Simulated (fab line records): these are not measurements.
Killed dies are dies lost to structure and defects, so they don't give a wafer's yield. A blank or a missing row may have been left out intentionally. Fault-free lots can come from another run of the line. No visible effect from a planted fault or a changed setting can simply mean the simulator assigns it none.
A single fault, viewed from 2 desks ; flow gf180mcu ; each desk holds nothing but its own numbers, with what lay behind them at the end

## THE METROLOGY DESK
What the gauges read for every lot (on any tool): the sampled wafers with a number, averaged. A lot is out of limits, marked OUT, if its mean lies more than 4 standard deviations from the usual mean; the brackets give that distance.
Columns: A = cd_nm at GF_HV_LDD_CD_MEAS_31, usual 399.9 nm; B = SALICIDE_TIN_RS at GF_SALICIDE_RS_MEAS_04, usual 16.2 ohm/sq
lot;first seen here;A;B
L599;day 11 20:55;396.8;15.8
L601;day 12 17:06;401.4;16.3
L602;day 12 22:36;401.1;16.3
L603;day 13 06:05;400.4;16.2
L604;day 13 09:37;397.4;16.4
L605;day 13 19:29;401.8;16.0
L606;day 14 03:41;402.4;15.8
L614;day 16 19:09;399.4;16.9
L616;day 17 11:16;399.4;15.9
L617;day 17 16:01;400.8;15.7
L618;day 17 23:08;398.8;16.4
L619;day 18 04:02;397.6;15.9
L620;day 18 12:38;400.7;16.6
L621;day 19 00:29;397.7;16.8
Finding of this desk: none of the 14 lots has anything out of limits.

## FOR THE TOOL OWNER'S DESK: pecvd-02
The tool's own readings at GF_SAB_CVD_00 (deposits SiO2 from TEOS, target thk 50 nm, time 4.9302 s): means of the sampled wafers that have a number, for each lot that ran on this tool. A lot is out of limits, marked OUT, if its mean lies more than 4 standard deviations from the usual mean; the brackets give that distance.
Columns: A = heater_power_w at GF_SAB_CVD_00, usual 598 W; B = rf_fwd_power_W at GF_SAB_CVD_00, usual 587.1 W
lot;first seen here;A;B
L601;day 15 12:11;548;583.9
L603;day 16 01:37;575;584.2
L604;day 16 05:41;513;562.3 (-11) OUT
L606;day 17 02:29;541;563.1 (-10) OUT
L617;day 20 22:25;558;585.8
L619;day 21 09:47;568;586.3
This desk's verdict: out of limits on L604, L606, starting with L604 at day 16 05:41 (rf_fwd_power_W at GF_SAB_CVD_00). L601, L603, L617, L619: within limits.

## PUT TOGETHER
At day 16 05:41, on L604, L606, the tool owner's desk was in a position to raise an alarm.
The metrology desk saw nothing out of limits.
The metrology desk has L604, L606 on record, within its limits.
The lots listed all ran GF_SAB_CVD_00 on pecvd-02.

## WHAT WAS PUT IN BY THE SIMULATOR
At GF_SAB_CVD_00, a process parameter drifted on pecvd-02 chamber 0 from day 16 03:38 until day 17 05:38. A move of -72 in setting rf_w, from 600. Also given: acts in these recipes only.
Shown lots that were struck: L604, L606.
Each desk's first reading out of limits, in hours after the fault started: the tool owner's desk, 2.
